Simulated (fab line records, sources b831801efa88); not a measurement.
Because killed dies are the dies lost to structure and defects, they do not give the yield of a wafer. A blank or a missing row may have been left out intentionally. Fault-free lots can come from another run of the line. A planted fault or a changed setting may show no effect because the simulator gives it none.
Problem report, 8D (eight disciplines) form, completed by code | flow gf180mcu | the parts of the form that need people (team, actions taken, sign-off) are left out

== 1. WHAT WENT WRONG ==
Mean M2_ALCU_THK at GF_M2_THK_MEAS_06: 422 nm over 4 wafers in 2 lots; fault-free wafers: 452 nm, standard deviation 5.7. Measured from the usual mean, that is -5.3 standard deviations.
The step: measures by xrf.
First seen on wafer L565.3, day 26 10:52, on filmMetro-04. The record holds 18 wafers of 6 lots with a number at this step. Rule for "out" (also "out of limits"): further than 4 standard deviations from the usual mean. Any other wafer with a number is counted as sound.

== 2. WHAT THIS IS AND IS NOT ==
question                    | is                             | is not
which readings at this step | M2_ALCU_THK                    | -
which lots                  | L565, L566                     | L543, L553, L555, L557
which wafers of those lots  | L565.3, L565.5, L566.3, L566.5 | L565.4, L566.6
read on which gauges        | filmMetro-04                   | filmMetro-01, filmMetro-03
when                        | from day 26 10:52              | up to then (13 sound wafers); but 1 sound wafer of L566 came after

== 3. WHAT RULES OUT EACH SUSPECT ==
Counting: a tool at a process step up to the reading stays a suspect if it ran every lot that is out. Sound lots after the first of them don't rule it out here, since some wafers of a struck lot are sound.
- the gauge at GF_M2_THK_MEAS_06: kept. All the wafers that are out were read on filmMetro-04, and no step on other tools shows them out.
- cmp-02 at GF_V1_CMP_26 (polishes, stops on SiO2, t overpolish 15 s, target thk 0 nm): kept. Every lot that is out went through it, the first being L565 (day 26 10:15); the last sound lot it ran before that was L557 (day 23 10:40).
- pvdSputter-04 at GF_M2_SPUTTER_00 (material Ti, target thk 37.5 nm, time 150 s): kept. Every lot that is out went through it, the first being L565 (day 26 10:30); the last sound lot it ran before that was L557 (day 23 10:58).
- pvdSputter-04 at GF_M2_SPUTTER_02 (material AlCu, target thk 450 nm, time 23.9 s): kept. Every lot that is out went through it, the first being L565 (day 26 10:38); the last sound lot it ran before that was L557 (day 23 11:06).
- pvdSputter-04 at GF_M2_SPUTTER_04 (material TiN, target thk 50 nm, time 41.7 s): kept. Every lot that is out went through it, the first being L565 (day 26 10:41); the last sound lot it ran before that was L557 (day 23 11:09).
Left after counting: cmp-02 at GF_V1_CMP_26, pvdSputter-04 at GF_M2_SPUTTER_00, pvdSputter-04 at GF_M2_SPUTTER_02, pvdSputter-04 at GF_M2_SPUTTER_04, filmMetro-04 at GF_M2_THK_MEAS_06.

== 4. THE CAUSE (what the simulator had put in) ==
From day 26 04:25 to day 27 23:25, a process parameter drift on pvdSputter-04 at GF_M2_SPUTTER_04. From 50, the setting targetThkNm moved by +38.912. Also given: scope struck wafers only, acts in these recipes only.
Counting left 5 suspects, and this tool is among them.

== 5. THE EFFECT CHAIN, in route order ==
One row per reading whose mean, taken over the struck wafers that have a number, lies over 3 standard deviations from the usual. Readings are gone through only where the record gives a usual standard deviation; hours: the median, over the lots, of the time from a lot's start at the first step in this table giving one to that lot's start at this step; sigmas: the change measured in usual standard deviations.
hours | step                    | reading       | usual  | on struck wafers | change | sigmas
0     | GF_M2_THK_MEAS_06       | M2_ALCU_THK   | 452 nm | 422              | -30    | -5.3
209   | GF_PASSIVATION_PROBE_99 | killedAtOther | 0.1    | 1.5              | +1.4   | +3.3
It contains these process steps:
- GF_PASSIVATION_PROBE_99
Later steps that measure or inspect, where all struck wafers having a row at the step show a number for every such reading and not one has moved that far: GF_M2_CD_MEAS_14, GF_M2_OVL_MEAS_15, GF_V2_THK_MEAS_01, GF_V2_THK_MEAS_03, GF_V2_BOW_MEAS_05.

== 6. WHAT WOULD HAVE CAUGHT IT SOONER ==
6 hours passed between the start of the fault at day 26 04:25 and the first reading out of limits at a measuring or inspecting step in this record, taken at day 26 10:52.
No tool reading at GF_M2_SPUTTER_04 that has a usual standard deviation in the record was out on any struck wafer, so an alarm limit of 4 standard deviations on those readings would not have fired.
Lots out: 2; of these, L566 started GF_M2_SPUTTER_04 on pvdSputter-04 after day 26 10:52. A tool hold placed at that time would have kept it from harm.
